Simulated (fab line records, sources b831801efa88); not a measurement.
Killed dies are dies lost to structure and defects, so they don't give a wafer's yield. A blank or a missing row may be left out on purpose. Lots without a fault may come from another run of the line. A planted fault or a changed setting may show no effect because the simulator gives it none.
fab line records | flow gf180mcu
record lots=6 wafers=18 last_day=34
route steps=602 shown MVPSD@139 VT_IMPLANT@140 DUAL_GATE@141
lots that met no fault: from a run of the same line without faults
start_h: hours from the record's first day to the start of the lot's first wafer shown | wait_h: hours since the lot's step before | " the same as in the row above | L1.1+2: a row that stands for several wafers | - no value, or no start given | * or withheld: withheld | < > ~ a bound
route shown NAME@n: a module of which the file shows steps, and the number in the route of the first | usual: mean/standard deviation of fault-free wafers | same: alike in all rows | chamber/n: place in a boat | sites: the reading at each site | _std_site: their standard deviation | _edge_site: outer sites' mean less inner sites' | radius_mm: how far each site lies from the wafer's centre | mask NAME#n: copy n | behind: the tool/chamber that last shaped the wafer | hold: why the lot was held/for how many hours/how that ended | device: the transistor (n, p or np) that didn't switch | end of line: the same wafers' tests at the end of the route | a step without rows: its recipe alone | killed: dies lost to structure and defects at the first sort, not the wafer's yield | map: a wafer's dies, x killed, . not, _ none there
set.NAME: the setting as run; set.NAME@STEP: as run at that earlier step | model.NAME: the simulator's own value behind a step, which no gauge read
lots at some steps of the route; a table a step, a row a wafer
services: from which hour (start_h, from the record's first day; less than 0 if before it) a tool's chamber was out of use, for how many hours, and why
## steps
# step GF_VT_IMPLANT_RS_MEAS_49
# recipe thk_meas_gauge=four-point-probe
# usual MVPSD_RS=1175.0/2.8
# columns lot.wafer tool chamber start_h wait_h MVPSD_RS[ohm/sq]
L186.1 film_metro-04 - 219.31 0.1 1179.7
L186.4 " - " " 1181.0
L186.5 " - " " 1177.8
L196.1 film_metro-04 - 287.98 0.1 1176.6
L196.5 " - " " 1176.9
L196.6 " - " " 1176.6
L197.1 film_metro-02 - 293.56 0.1 1168.7
L197.2 " - " " 1170.7
L197.4 " - " " 1171.5
L198.1 film_metro-02 - 297.36 0.1 1176.6
L198.3 " - " " 1176.4
L198.6 " - " " 1177.2
L199.2 film_metro-02 - 306.86 0.1 1170.9
L199.3 " - " " 1170.8
L199.6 " - " " 1170.1
L200.1 film_metro-04 - 312.93 0.1 1174.2
L200.5 " - " " 1172.3
L200.6 " - " " 1171.9
# step GF_VT_IMPLANT_WET_ETCH_50
# recipe chemistry=dHF target_depth_nm=20 target=SiO2 temp_c=25 dilution=100:1 time_s=400
# step GF_DUAL_GATE_CLEAN_00
# recipe chemistry=SC1/SC2 mix=1:4:20 temp_c=70 time_s=150
# step GF_DUAL_GATE_CLEAN_01
# recipe chemistry=dHF time_s=20 dilution=100:1 dry=ipa_marangoni
# step GF_DUAL_GATE_OXIDATION_02
# recipe temp_c=900 ambient=O2 stabilise_s=600 purge_s=300 target_thk_a=108.87 ox_time_s=1602
# step GF_DUAL_GATE_THK_MEAS_03
# recipe reads=SiO2_of_DUAL_GATE_OXIDATION_02
# usual DUAL_GATE_OXIDATION_00_THK=11.03/0.2
# columns lot.wafer tool chamber start_h wait_h DUAL_GATE_OXIDATION_00_THK[nm]
L186.1 film_metro-02 - 221.12 0.0 10.96
L186.4 " - " " 11.12
L186.5 " - " " 11.20
L196.1 film_metro-04 - 290.08 0.0 11.04
L196.5 " - " " 11.04
L196.6 " - " " 11.10
L197.1 film_metro-01 - 295.31 0.0 11.01
L197.2 " - " " 10.76
L197.4 " - " " 10.87
L198.1 film_metro-04 - 299.86 0.0 11.00
L198.3 " - " " 10.95
L198.6 " - " " 10.99
L199.2 film_metro-04 - 308.61 0.0 11.00
L199.3 " - " " 11.12
L199.6 " - " " 11.09
L200.1 film_metro-04 - 314.69 0.0 10.65
L200.5 " - " " 10.75
L200.6 " - " " 10.46
# step GF_DUAL_GATE_DEHYDRATE_04
# recipe temp_c=200 time_s=60
# step GF_DUAL_GATE_HMDS_05
# recipe prime_time_s=60 prime_temp_c=120
# step GF_DUAL_GATE_COAT_06
# recipe resist=NOVOLAK spin_rpm=3000 resist_thk_nm=1000
# step GF_DUAL_GATE_SOFTBAKE_07
# recipe temp_c=90 time_s=60 resist=NOVOLAK
# step GF_DUAL_GATE_EXPOSE_08
# recipe mask_id=Dualgate target_cd_nm=700 na=0.6 source_shape=conventional sigma_outer=0.6 dose_mj=140
# step GF_DUAL_GATE_PEB_09
# recipe temp_c=withheld time_s=* resist=NOVOLAK
# step GF_DUAL_GATE_DEVELOP_10
# recipe develop_time_s=60 dev_temp_c=23
# usual chill_plate_temp_C=22.98/0.11 develop_time_s=60/0
# columns lot.wafer tool chamber start_h wait_h chill_plate_temp_C develop_time_s
L186.1 litho_track-02 0 238.79 0.1 23.24 60
L186.4 " 0 " " 23.04 60
L186.5 " 0 " " 23.09 60
L196.1 litho_track-04 - 309.91 0.1 - -
L196.5 " - " " - -
L196.6 " - " " - -
L197.1 litho_track-04 - 315.61 0.1 - -
L197.2 " - " " - -
L197.4 " - " " - -
L198.1 litho_track-03 0 319.89 0.1 23.05 60
L198.3 " 0 " " 23.06 60
L198.6 " 0 " " 22.92 60
L199.2 litho_track-04 0 329.63 0.1 22.95 60
L199.3 " 0 " " 23.05 60
L199.6 " 0 " " 23.05 60
L200.1 litho_track-04 0 335.91 0.1 22.96 60
L200.5 " 0 " " 22.92 60
L200.6 " 0 " " 22.87 60
# step GF_DUAL_GATE_OVL_MEAS_11
# usual DUAL_GATE_OVL=-0.2/1.3
# columns lot.wafer tool chamber start_h wait_h DUAL_GATE_OVL[nm]
L186.1 overlay-02 - 238.94 0.1 -2.1
L186.4 " - " " -2.4
L186.5 " - " " -1.0
L196.1 overlay-02 - 310.06 0.1 -
L196.5 " - " " -
L196.6 " - " " -
L197.1 overlay-01 - 315.76 0.1 -
L197.2 " - " " -
L197.4 " - " " -
L198.1 overlay-01 - 320.04 0.1 0.3
L198.3 " - " " -0.2
L198.6 " - " " 0.8
L199.2 overlay-01 - 329.76 0.1 -0.3
L199.3 " - " " -0.2
L199.6 " - " " 0.9
L200.1 overlay-01 - 336.06 0.1 -1.1
L200.5 " - " " -0.4
L200.6 " - " " 0.7
## services
# columns tool chamber start_h hours kind
litho_track-03 - 223.89 - consumable_replace:filter
litho_track-02 - 249.37 - consumable_replace:filter
## key
first_sign step=GF_DUAL_GATE_DEVELOP_10 reading=tool_record direction=missing
effect none on later readings
met_at GF_DUAL_GATE_DEVELOP_10
struck_wafers L196.1,L196.5,L196.6,L197.1,L197.2,L197.4
later_rows_left_out L196.1,L196.5,L196.6,L197.1,L197.2,L197.4
sort_left_out L196.1,L196.5,L196.6,L197.1,L197.2,L197.4
tester_left_out L196,L197
fault kind=skipped_step_whole tool=litho_track-04 chamber=- onset_h=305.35 steps=GF_DUAL_GATE_DEVELOP_10 scope=struck_lots_only
# tester_left_out: of these lots the tester's yield and bins aren't shown, on N5 and GAA mostly nor the transistor test; their killed dies are dies lost to structure and defects alone, not to doping, threshold or leakage, so they don't give the yield
# sort_left_out: the simulated sort isn't trusted on such a fault, so these wafers' sort isn't shown, and their yield isn't known
# later_rows_left_out: the simulator's readings of these wafers behind a module that went badly wrong aren't trusted and aren't shown, but for the sort
